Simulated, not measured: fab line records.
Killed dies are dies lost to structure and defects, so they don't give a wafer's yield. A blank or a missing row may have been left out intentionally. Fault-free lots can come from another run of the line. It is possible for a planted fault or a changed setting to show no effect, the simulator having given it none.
2 desks, one fault	flow gf180mcu	what lay behind the numbers comes last; until then each desk has only its own

## TOOL OWNER'S DESK, cmp-02
The tool's own readings at GF_V1_CMP_04 (polishes SiO2): means of the sampled wafers that have a number, for each lot that ran on this tool. If a lot's mean is further than 4 standard deviations from the usual mean, the lot is out of limits and carries the mark OUT (the distance appears in the brackets).
Columns: A = head pressure psi at GF_V1_CMP_04, usual 4.000 psi; B = motor current A at GF_V1_CMP_04, usual 11.4 A; C = time to endpoint s at GF_V1_CMP_04, usual 79 s
lot	first seen here	A	B	C
L731	day 18 11:45	3.998	11.6	77
L733	day 19 05:07	4.005	12.0	77
L734	day 19 16:25	4.003	12.3	72
L738	day 21 02:43	3.987	11.1	90
L745	day 24 11:31	4.004	11.4	91
L747	day 25 06:05	3.999	11.6	87
This desk's finding: nothing out of limits on any of the 6 lots.

## AT THE METROLOGY DESK
Lot by lot, what the gauges showed, no matter which tool ran the lot: averages of those sampled wafers that carry a number. If a lot's mean is further than 4 standard deviations from the usual mean, the lot is out of limits and carries the mark OUT (the distance appears in the brackets).
Columns: A = M1_ALCU_THK at GF_M1_THK_MEAS_06, usual 454 nm
lot	first seen here	A
L727	day 16 17:58	450
L731	day 17 11:41	450
L732	day 17 23:23	452
L733	day 18 05:27	452
L734	day 18 15:49	460
L737	day 19 16:36	450
L738	day 20 01:28	452
L740	day 21 03:37	449
L741	day 21 09:08	449
L745	day 23 11:47	462
L747	day 24 07:13	454
This desk's finding: nothing out of limits on any of the 11 lots.

## ALL TOGETHER
The tool owner's desk saw nothing out of limits.
From the metrology desk's view, nothing was out of limits.

## WHAT THE SIMULATOR HAD PUT IN
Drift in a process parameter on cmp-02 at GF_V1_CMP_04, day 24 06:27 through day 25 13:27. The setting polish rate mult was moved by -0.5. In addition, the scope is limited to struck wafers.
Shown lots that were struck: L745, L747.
